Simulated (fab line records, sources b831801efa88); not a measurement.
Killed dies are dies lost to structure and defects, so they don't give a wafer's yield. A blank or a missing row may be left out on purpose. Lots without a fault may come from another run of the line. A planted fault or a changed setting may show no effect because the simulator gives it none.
Problem report in the 8D (eight disciplines) form, filled by code | flow sky130 | the parts of the form that need people (team, actions taken, sign-off) are left out

1. THE PROBLEM
oes_product_au at SKY_METAL2_METAL_ETCH_19 reads a mean of 0.801 a.u. on 6 wafers of 2 lots; wafers without a fault read 0.855 a.u. with a standard deviation of 0.0063. That is -8.5 standard deviations from the usual mean.
The step: etches the open film in Cl2/BCl3, stops on SiO2, target depth 360 nm, time 78 s.
First seen on wafer L539.1, day 40 02:46, on rie_metal-03. The record holds 35 wafers of 12 lots with a number at this step. Rule for "out", or "out of limits": more than 4 standard deviations from the usual mean. The other wafers with a number count as sound.

2. WHAT IT IS AND WHAT IT IS NOT
question                    | is                     | is not
which readings at this step | oes_product_au         | drypump_motor_current_A, throttle_valve_pct
which lots                  | L539, L540             | L525, L526, L528, L531, L535, L536, L542, L543, L544, L547
which wafers of those lots  | all that have a number | -
read on which tools         | rie_metal-03           | rie_metal-01, rie_metal-04
when                        | from day 40 02:46      | up to then (17 sound wafers); but 12 sound wafers of L542, L543, L544, L547 came after

3. SUSPECTS, AND WHAT RULES EACH OUT
Counting: a tool at a process step up to the reading stays a suspect if it ran every lot that is out and no sound lot after the first of them.
- rie_metal-03 at SKY_METAL2_METAL_ETCH_19 (etches the open film in Cl2/BCl3, stops on SiO2, target depth 360 nm, time 78 s): kept. It ran every lot that is out, first L539 (day 40 02:46), and no sound lot after that; its last sound lot up to then is L535 (day 39 01:59). Its own readings are out on those wafers: oes_product_au.
Left after counting: rie_metal-03 at SKY_METAL2_METAL_ETCH_19.

4. THE CAUSE (what the simulator had put in)
Process parameter drift: rie_metal-03, from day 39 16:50 on, at SKY_METAL2_METAL_ETCH_19. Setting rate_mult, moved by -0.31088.
Counting left only this tool.

5. THE CHAIN OF EFFECTS, in route order
Each row: a reading whose mean over the struck wafers that have a number lies more than 3 standard deviations from the usual. Only readings for which the record gives a usual standard deviation are gone through. hours: the time from each lot's start at the first step in this table that gives one to its start at this step, as a median over the lots. sigmas: the change in usual standard deviations.
hours | step                     | reading                  | usual      | on struck wafers | change | sigmas
0     | SKY_METAL2_METAL_ETCH_19 | oes_product_au           | 0.855 a.u. | 0.801            | -0.054 | -8.5
0     | SKY_METAL2_STRIP_20      | oes_product_au           | 0.342 a.u. | 0.377            | +0.035 | +7.3
0     | SKY_METAL2_STRIP_20      | strip_time_to_endpoint_s | 2.69 s     | 3.52             | +0.83  | +15
226   | SKY_PAD_OPEN_PROBE_99    | defect_limited_yield     | 82.6 %     | 0.0              | -82.6  | -46
226   | SKY_PAD_OPEN_PROBE_99    | killed_at_M0_to_M3       | 43         | 451              | +408   | +65
226   | SKY_PAD_OPEN_PROBE_99    | killed_dies              | 85         | 492              | +407   | +47
226   | SKY_PAD_OPEN_PROBE_99    | killed_on_rim            | 17         | 96               | +79    | +21
The process steps in it:
- SKY_METAL2_METAL_ETCH_19: etches the open film in Cl2/BCl3, stops on SiO2, target depth 360 nm, time 78 s.
- SKY_METAL2_STRIP_20: strips in O2/N2.
- SKY_PAD_OPEN_PROBE_99

6. WHAT WOULD HAVE CAUGHT IT SOONER
In this record the first reading out of limits was taken at day 40 02:46, 10 hours after the fault began at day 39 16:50.
